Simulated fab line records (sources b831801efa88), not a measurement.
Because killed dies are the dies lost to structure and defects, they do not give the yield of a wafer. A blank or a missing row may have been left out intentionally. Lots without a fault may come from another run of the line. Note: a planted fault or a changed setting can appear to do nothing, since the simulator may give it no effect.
Struck lot and sound lot, side by side | flow sky130 | 43 steps out of a route of 708
Sound: these wafers, L893.2, L893.3, L893.5. Wafers L902.1, L902.2, L902.5 were the ones struck. The cause comes at the end.
At each step with rows: each side's tool, then ch and its chambers, then its first start. Under that, the readings that differ: sound wafers | struck wafers | difference of the means | sigmas: that difference in standard deviations of wafers without a fault.
alike: readings with means less than 2 such deviations apart, plus words and numbers identical on both sides. not compared: withheld readings, readings lacking a value on some wafer, bounds such as >300 that could conceal the same value, and numbers that have no deviation in the record and whose values overlap.
The two part at a step that has a row with sigmas, a row that says differs or no value, or rows on one side only. Numbers that don't overlap but have no deviation are shown without sigmas and don't part them. Lack of a reading on every wafer of one side parts them only where that side has two or more wafers.

SKY_GATE_OXIDE_TW_MEAS_14:
  sound on film metro-02 at day 13 06:17; struck on film metro-01 at day 17 02:55
  alike: GATE_OXIDE_TW
then, 3 steps without rows for these wafers: SKY_GATE_OXIDE_CLEAN_15 (cleans in SC1/SC2, time 150 s); SKY_GATE_OXIDE_OXIDATION_16 (stabilise 600 s, purge 300 s, target thk 3.57 nm); SKY_POLY_GATE_CVD_00 (deposits poly-Si, target thk 180 nm, time 720 s).
SKY_POLY_GATE_THK_MEAS_01:
  sound on film metro-03 at day 13 10:25; struck on film metro-02 at day 17 06:56
  alike: POLY_GATE_CVD_00_THK
then, 7 steps without rows for these wafers: SKY_RES_PROTECT_DEHYDRATE_00 (time 60 s); SKY_RES_PROTECT_HMDS_01 (prime time 60 s); SKY_RES_PROTECT_COAT_02 (resist thk 1140 nm); SKY_RES_PROTECT_SOFTBAKE_03 (time 60 s); SKY_RES_PROTECT_EXPOSE_04 (exposes mask RPM, target cd 1270 nm); SKY_RES_PROTECT_PEB_05; SKY_RES_PROTECT_DEVELOP_06 (develop time 60 s).
SKY_POLY_GATE_IMPLANT_02:
  sound on implanter-03 ch 0, day 14 12:25; struck on implanter-03 ch 0, day 18 11:26
  alike: faraday current uA
SKY_RES_PROTECT_STRIP_07: strips in O2/N2.
  sound on plasma asher-02 ch 0,1, day 14 12:32; struck on plasma asher-03 ch 0,1, day 18 11:35
  alike: drypump motor current A, oes product au, strip time to endpoint s
  not compared: rf hours counter h
SKY_RES_PROTECT_TW_MEAS_08:
  sound on film metro-02 at day 14 12:39; struck on film metro-03 at day 18 11:41
  alike: POLY_GATE_TW
then, 2 steps without rows for these wafers: SKY_RES_PROTECT_CLEAN_09 (cleans in SC1/SC2, time 150 s); SKY_POLY_GATE_CVD_03 (deposits Si3N4 from DCS/NH3, target thk 75 nm, time 1290 s).
SKY_POLY_GATE_THK_MEAS_04:
  sound on film metro-03 at day 14 14:41; struck on film metro-02 at day 18 13:09
  reading                   | sound          | struck         | difference | sigmas
  POLY_GATE_CVD_03_THK (nm) | 74.9 75.2 74.7 | 77.4 76.8 77.0 | +2.1       | +3
then, 8 steps without rows for these wafers: SKY_POLY_GATE_DEHYDRATE_05 (time 60 s); SKY_POLY_GATE_HMDS_06 (prime time 60 s); SKY_POLY_GATE_COAT_07 (resist thk 110 nm); SKY_POLY_GATE_COAT_08 (resist thk 450 nm); SKY_POLY_GATE_SOFTBAKE_09 (time 90 s); SKY_POLY_GATE_EXPOSE_10 (exposes mask P1M, target cd 150 nm); SKY_POLY_GATE_PEB_11; SKY_POLY_GATE_DEVELOP_12 (develop time 60 s).
SKY_POLY_GATE_CD_MEAS_13 targets a cd of 150 nm.
  sound on cd sem-01 at day 15 17:56; struck on cd sem-01 at day 19 19:47
  alike: cd nm
SKY_POLY_GATE_OVL_MEAS_14:
  sound on overlay-02 at day 15 18:02; struck on overlay-02 at day 19 19:55
  alike: POLY_GATE_OVL
SKY_POLY_GATE_ETCH_15: etches BARC in N2/H2, stops on SiO2, time 118.5 s, target depth 110 nm.
  sound on rie diel-01 ch 0,1,2, day 15 18:04; struck on rie diel-01 ch 1,2, day 19 19:56
  alike: drypump motor current A, oes product au, throttle valve pct
  not compared: rf hours counter h
SKY_POLY_GATE_ETCH_16: etches Si3N4 in CH3F/O2, stops on poly-Si, time 147.5 s, target depth 75 nm.
  sound on rie diel-01 ch 0,1,2, day 15 18:09; struck on rie diel-01 ch 1,2, day 19 20:01
  alike: drypump motor current A, oes product au, throttle valve pct
  not compared: rf hours counter h
SKY_POLY_GATE_ETCH_17: etches poly-Si in HBr/Cl2, stops on SiO2, target depth 180 nm, time 70.5 s.
  sound on rie si-01 ch 0,2, day 15 18:15; struck on rie si-02 ch 0,1,3, day 19 20:07
  alike: drypump motor current A, he backside leak sccm, oes product au, throttle valve pct
  not compared: rf hours counter h
SKY_POLY_GATE_STRIP_18: strips in O2/N2.
  sound on plasma asher-03 ch 0,1, day 15 18:18; struck on plasma asher-01 ch 0,1, day 19 20:11
  reading                     | sound       | struck      | difference | sigmas
  drypump motor current A (A) | 5.8 5.5 5.7 | 5.3 4.8 4.8 | -0.7       | -2
  alike: oes product au, strip time to endpoint s
  not compared: rf hours counter h
then, 2 steps without rows for these wafers: SKY_POLY_GATE_CLEAN_19 (cleans in SC1/SC2, time 150 s); SKY_POLY_GATE_OXIDATION_20 (stabilise 600 s, purge 300 s, target thk 4 nm).
SKY_POLY_GATE_THK_MEAS_21:
  sound on film metro-03 at day 15 20:19; struck on film metro-03 at day 19 21:35
  alike: POLY_GATE_OXIDATION_THK
SKY_POLY_GATE_CD_MEAS_22:
  sound on cd sem-02 at day 15 20:23; struck on cd sem-02 at day 19 21:38
  alike: cd nm
then, 6 steps without rows for these wafers: SKY_LDD_N_DEHYDRATE_00 (time 60 s); SKY_LDD_N_HMDS_01 (prime time 60 s); SKY_LDD_N_COAT_02 (resist thk 300 nm); SKY_LDD_N_SOFTBAKE_03 (time 60 s); SKY_LDD_N_EXPOSE_04 (exposes mask NTM, target cd 840 nm); SKY_LDD_N_PEB_05.
-- here the record skips 28 days between the struck wafers' starts before and after, leaving off in module LDD_N and picking up in module PAD_OPEN (first step shown: number 708 of the route) --
SKY_PAD_OPEN_PROBE_99:
  sound on prober-02 at day 45 02:26; struck on prober-01 at day 48 00:07
  reading                                        | sound                  | struck               | difference | sigmas
  model.etest.res poly.rs ohm sq rim less centre | -0.2852 -0.4407 -1.022 | -1.926 -1.942 -2.988 | -1.703     |
  model.etest.res poly.rs ohm sq range           | 1.2 1.427 1.222        | 3.568 2.17 3.183     | +1.691     |
  alike: killed_at_M0_to_M3, killed_at_M4_up, killed at contacts, killed at front end, killed at other, killed dies, killed open, killed short

== WHERE THEY PART ==
Last at SKY_POLY_GATE_STRIP_18 as far as this record goes, first at SKY_POLY_GATE_THK_MEAS_04. Later steps at which nothing parts them and some readings are alike: SKY_POLY_GATE_THK_MEAS_21, SKY_POLY_GATE_CD_MEAS_22, SKY_PAD_OPEN_PROBE_99.

WHY: the cause the simulator had injected
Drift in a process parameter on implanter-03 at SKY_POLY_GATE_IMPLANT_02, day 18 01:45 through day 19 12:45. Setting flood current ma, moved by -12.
